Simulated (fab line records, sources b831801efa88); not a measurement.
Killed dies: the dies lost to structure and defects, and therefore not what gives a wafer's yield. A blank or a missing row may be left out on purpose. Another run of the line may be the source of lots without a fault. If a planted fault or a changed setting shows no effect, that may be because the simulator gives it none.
A lot that was struck, set against a sound lot -- flow sky130 -- 15 steps out of a route of 708
Sound: these wafers, L273.3, L273.4, L273.5. Wafers struck: L286.1, L286.5, L286.6. The cause is given at the end.
Order at every step that has rows: each side's tool, ch and its chambers, its first start. Under that, the readings that differ: sound wafers -- struck wafers -- difference of the means -- sigmas: that difference in standard deviations of wafers without a fault.
alike: words and numbers the same on both sides, and readings whose means are apart by under 2 such deviations; not compared: readings that were withheld, readings missing a value for some wafer, numbers with overlapping values and no deviation given by the record, and bounds like >300 which may hide the same value.
A row with sigmas, a row that says differs or no value, or rows on one side alone: a step with any of these is where the two part. When numbers do not overlap yet have no deviation, they are printed without sigmas and do not part them. Lack of a reading on every wafer of one side parts them only where that side has two or more wafers.

first, 5 steps without rows for these wafers: SKY_LI_CONTACT_COAT_07 (resist thk 450 nm); SKY_LI_CONTACT_SOFTBAKE_08 (time 90 s); SKY_LI_CONTACT_EXPOSE_09 (exposes mask LICM1, target cd 170 nm); SKY_LI_CONTACT_PEB_10; SKY_LI_CONTACT_DEVELOP_11 (develop time 60 s).
SKY_LI_CONTACT_CD_MEAS_12: the cd target is 170 nm.
  sound on cdSem-01, day 31 23:19; struck on cdSem-02, day 35 05:34
  alike: cdNm
SKY_LI_CONTACT_OVL_MEAS_13:
  sound on overlay-02, day 31 23:25; struck on overlay-02, day 35 05:41
  alike: LI_CONTACT_OVL
SKY_LI_CONTACT_ETCH_14: etches BARC in N2/H2, stops on SiO2, time 45.9 s, target depth 60 nm.
  sound on rieDiel-01 ch 1,2, day 31 23:26; struck on rieDiel-02 ch 0,3, day 35 05:43
  alike: drypumpMotorCurrentA, oesProductAu, throttleValvePct
  not compared: rfHoursCounterH
SKY_LI_CONTACT_ETCH_15: etches PSG in C4F8/O2/Ar, stops on Si, target depth 600 nm.
  sound on rieDiel-01 ch 1,2, day 31 23:28; struck on rieDiel-02 ch 0,3, day 35 05:46
  alike: oesProductAu
SKY_LI_CONTACT_STRIP_16: strips in O2/N2.
  sound on plasmaAsher-02 ch 0,1, day 31 23:35; struck on plasmaAsher-01 ch 0,1, day 35 05:51
reading,sound,struck,difference,sigmas
oesProductAu (a.u.),0.378 0.383 0.379,0.368 0.371 0.372,-0.010,-2
  alike: drypumpMotorCurrentA, o2FlowSccm, stripTimeToEndpointS
  not compared: rfHoursCounterH
then, 2 steps without rows for these wafers: SKY_LI_CONTACT_CLEAN_17 (cleans in NMP, time 600 s); SKY_LI_CONTACT_PRE_CLEAN_18 (time 5.6 s).
SKY_LI_CONTACT_SPUTTER_19: material Ti, target thk 20 nm, time 106.37 s.
  sound on pvdSputter-02, day 31 23:52; struck on pvdSputter-01, day 35 06:08
reading,sound,struck,difference,sigmas
chamberPressurePa (Pa),4.996 5.011 5.014,5.163 5.158 5.143,+0.148,+16
model.Ti_of_LI_CONTACT_SPUTTER_19.thkNm (nm),19.87 19.77 19.99,19.2 19.18 19.17,-0.7,
  alike: throttleValvePct
SKY_LI_CONTACT_SPUTTER_20: material TiN, target thk 20 nm, time 80 s.
  sound on pvdSputter-02, day 31 23:56; struck on pvdSputter-01, day 35 06:13
  alike: chamberPressurePa, throttleValvePct
-- here the record skips 15 days between the struck wafers' starts before and after, leaving off in module LI_CONTACT and picking up in module PAD_OPEN (first step shown: number 708 of the route) --
SKY_PAD_OPEN_PROBE_99:
  rows exist in the record for the struck wafers here (prober-02, day 50 09:10), but not for the sound ones

== WHERE THEY PART ==
At SKY_LI_CONTACT_STRIP_16 first; at SKY_PAD_OPEN_PROBE_99 last (within this record only).

WHY: what had been put in by the simulator
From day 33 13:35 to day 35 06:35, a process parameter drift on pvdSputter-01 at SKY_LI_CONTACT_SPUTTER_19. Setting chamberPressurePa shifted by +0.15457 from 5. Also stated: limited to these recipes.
